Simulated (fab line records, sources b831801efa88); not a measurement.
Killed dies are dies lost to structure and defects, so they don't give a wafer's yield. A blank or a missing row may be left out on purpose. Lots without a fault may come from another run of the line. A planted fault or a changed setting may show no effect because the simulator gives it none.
Which tool did it? | flow gf180mcu | 14 lots, 42 wafers sampled, at 4 steps of a route of 602

WHAT THE GAUGES READ, wafer by wafer
GF_V2_RS_MEAS_24: measures by four-point-probe. Usual: V2_W_RS 0.329 ohm/sq, standard deviation 0.0061.
lot  | measured     | on            | V2_W_RS (ohm/sq)  | flag
L324 | day 21 02:38 | film_metro-04 | 0.322 0.335 0.339 |
L327 | day 21 22:32 | film_metro-03 | 0.320 0.330 0.332 |
L326 | day 22 00:36 | film_metro-03 | 0.339 0.328 0.341 |
L328 | day 22 08:14 | film_metro-01 | 0.322 0.333 0.334 |
L329 | day 22 21:40 | film_metro-01 | 0.330 0.326 0.325 |
L330 | day 23 08:14 | film_metro-04 | 0.325 0.331 0.325 |
L332 | day 23 15:48 | film_metro-03 | 0.326 0.329 0.325 |
L331 | day 23 19:17 | film_metro-04 | 0.329 0.322 0.321 |
L333 | day 24 04:34 | film_metro-04 | 0.320 0.318 0.322 |
L335 | day 24 13:45 | film_metro-04 | 0.323 0.323 0.324 |
L338 | day 25 10:56 | film_metro-03 | 0.327 0.335 0.324 |
L342 | day 26 13:30 | film_metro-01 | 0.330 0.335 0.329 |
L343 | day 26 22:57 | film_metro-01 | 0.325 0.337 0.322 |
L344 | day 27 06:04 | film_metro-04 | 0.325 0.337 0.325 |

GF_TOP_METAL_OVL_MEAS_15. Usual: TOP_METAL_OVL 0.3 nm, standard deviation 1.3.
lot  | measured     | on         | TOP_METAL_OVL (nm) | flag
L324 | day 28 17:00 | overlay-01 | 3.1 0.9 1.5        |
L327 | day 29 09:29 | overlay-01 | -0.3 0.1 -0.5      |
L326 | day 29 11:50 | overlay-02 | 0.5 -0.9 -1.8      |
L328 | day 29 17:32 | overlay-01 | -2.9 -0.5 -0.1     |
L329 | day 30 04:44 | overlay-02 | 1.7 -0.4 0.2       |
L330 | day 30 14:17 | overlay-01 | -0.5 0.0 0.7       |
L332 | day 30 19:53 | overlay-01 | 0.6 -0.2 1.7       |
L331 | day 30 21:32 | overlay-02 | -0.3 -0.6 0.8      |
L333 | day 31 06:38 | overlay-01 | -0.7 -0.5 -0.5     |
L335 | day 31 15:56 | overlay-02 | 2.0 -1.4 1.3       |
L338 | day 32 07:23 | overlay-02 | 1.4 1.4 1.0        |
L342 | day 33 04:14 | overlay-02 | 0.3 0.1 -0.9       |
L343 | day 33 12:11 | overlay-01 | 0.1 -1.7 -2.7      |
L344 | day 33 16:55 | overlay-01 | -0.2 -1.0 0.0      |

WHICH TOOL RAN EACH LOT (tool, then ch and the chambers of the sampled wafers, then the start)
lot  | GF_V2_CVD_02                    | GF_M5_METAL_ETCH_10
L324 | pecvd-03 ch 0,1, day 20 01:09   | rie_metal-03 ch 0,1, day 26 22:08
L327 | pecvd-01 ch 0,1, day 20 21:10   | rie_metal-03 ch 0,1, day 27 15:23
L326 | pecvd-01 ch 0,2, day 21 00:02   | rie_metal-04 ch 0,1, day 27 18:18
L328 | pecvd-02 ch 0,1, day 21 08:06   | rie_metal-04 ch 0,1, day 28 00:41
L329 | pecvd-02 ch 0,1,2, day 21 20:40 | rie_metal-01 ch 1, day 28 11:44
L330 | pecvd-03 ch 0,1, day 22 07:13   | rie_metal-04 ch 0,1, day 28 21:41
L332 | pecvd-03 ch 0,1,2, day 22 15:47 | rie_metal-04 ch 0,1, day 29 04:03
L331 | pecvd-02 ch 0,1,2, day 22 19:37 | rie_metal-04 ch 0,1, day 29 05:38
L333 | pecvd-01 ch 1,2, day 23 04:42   | rie_metal-01 ch 1, day 29 14:30
L335 | pecvd-01 ch 0,1, day 23 13:41   | rie_metal-04 ch 0,1, day 29 23:50
L338 | pecvd-01 ch 0,1,2, day 24 11:29 | rie_metal-04 ch 0,1, day 30 17:06
L342 | pecvd-01 ch 0,1, day 25 15:44   | rie_metal-04 ch 0,1, day 31 16:05
L343 | pecvd-01 ch 0,1,2, day 26 00:36 | rie_metal-01 ch 0,1, day 31 23:50
L344 | pecvd-02 ch 0,2, day 26 07:55   | rie_metal-03 ch 0,1, day 32 05:40
- GF_V2_CVD_02: deposits SiO2 from TEOS, target thk 850 nm, time 94.851 s.
- GF_M5_METAL_ETCH_10: etches the open film in Cl2/BCl3, stops on SiO2, target depth 627.5 nm, time 104.6 s.

WHAT THE TOOLS THEMSELVES READ (means of the sampled wafers that have a number; where no wafer has one, the mark that the record gives instead)
GF_V2_CVD_02. Usual: heater_power_w 645 W, standard deviation 84.
lot  | tool     | heater_power_w (W) | flag
L324 | pecvd-03 | 614                |
L327 | pecvd-01 | 624                |
L326 | pecvd-01 | 667                |
L328 | pecvd-02 | 696                |
L329 | pecvd-02 | 658                |
L330 | pecvd-03 | 623                |
L332 | pecvd-03 | 615                |
L331 | pecvd-02 | 651                |
L333 | pecvd-01 | 655                |
L335 | pecvd-01 | 611                |
L338 | pecvd-01 | 624                |
L342 | pecvd-01 | 671                |
L343 | pecvd-01 | 584                |
L344 | pecvd-02 | 667                |

GF_M5_METAL_ETCH_10. Usual: drypump_motor_current_A 5.91 A, standard deviation 0.28; oes_product_au 0.971 a.u., standard deviation 0.0071; run_length_s 133.0 s, standard deviation 0.64; throttle_valve_pct 28.250 %, standard deviation 0.011.
lot  | tool         | drypump_motor_current_A (A) | oes_product_au (a.u.) | run_length_s (s) | throttle_valve_pct (%) | flag
L324 | rie_metal-03 | 6.07                        | 0.963                 | 133.7            | 28.263                 |
L327 | rie_metal-03 | 6.08                        | 0.977                 | 133.4            | 28.250                 |
L326 | rie_metal-04 | 5.96                        | 0.967                 | 132.5            | 28.247                 |
L328 | rie_metal-04 | 5.97                        | 0.971                 | 132.6            | 28.248                 |
L329 | rie_metal-01 | 5.87                        | 0.970                 | 133.2            | 28.248                 |
L330 | rie_metal-04 | 5.73                        | 0.975                 | 133.2            | 28.239                 |
L332 | rie_metal-04 | 5.74                        | 0.972                 | 132.9            | 28.247                 |
L331 | rie_metal-04 | 5.74                        | 0.962                 | 132.8            | 28.254                 |
L333 | rie_metal-01 | 5.88                        | 0.979                 | 133.2            | 28.234                 |
L335 | rie_metal-04 | 5.75                        | 0.967                 | 133.1            | 28.246                 |
L338 | rie_metal-04 | 5.74                        | 1.009                 | 126.6            | 28.211                 | OFF
L342 | rie_metal-04 | 5.75                        | 1.007                 | 126.5            | 28.213                 | OFF
L343 | rie_metal-01 | 5.87                        | 0.974                 | 132.9            | 28.252                 |
L344 | rie_metal-03 | 6.05                        | 0.968                 | 133.7            | 28.247                 |

THE ANSWER, worked out from the rows above alone
Rule: a lot is off if the mean of its wafers that have a number lies more than 3 standard deviations from the usual mean. A lot without any number at a reading at which 4 lots or more have one is off too. The other lots that the step has rows for count as sound. The gauges are gone through in route order, then the tools' own readings, and for those a lot's mean is taken as printed above. The first step at which some lot is off is used, and at that step the reading that is off furthest; a lot without a number counts as furthest.
Off: L338, L342, at GF_M5_METAL_ETCH_10 (run_length_s).
A tool fits if, at that step or a process step before it, it ran every lot that is off, and no sound lot after the first of them. One fits: rie_metal-04 at GF_M5_METAL_ETCH_10. Its last sound lot is L335 (day 29 23:50), its first lot that is off L338 (day 30 17:06): a fault that began between those two fits.
The tool's own readings at GF_M5_METAL_ETCH_10 bear it out: on the lots that are off they differ by more than 5 times the standard deviation of the sound lots' means. oes_product_au reads 1.008 a.u. there against 0.970 a.u. on the sound lots; run_length_s reads 126.5 s there against 133.1 s on the sound lots; throttle_valve_pct reads 28.212 % there against 28.248 % on the sound lots.

WHAT THE SIMULATOR HAD PUT IN
Process parameter drift: rie_metal-04, from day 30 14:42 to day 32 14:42, at GF_M5_METAL_ETCH_10. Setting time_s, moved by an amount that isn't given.
Lots struck among those shown: L338, L342. The rule above found the same.
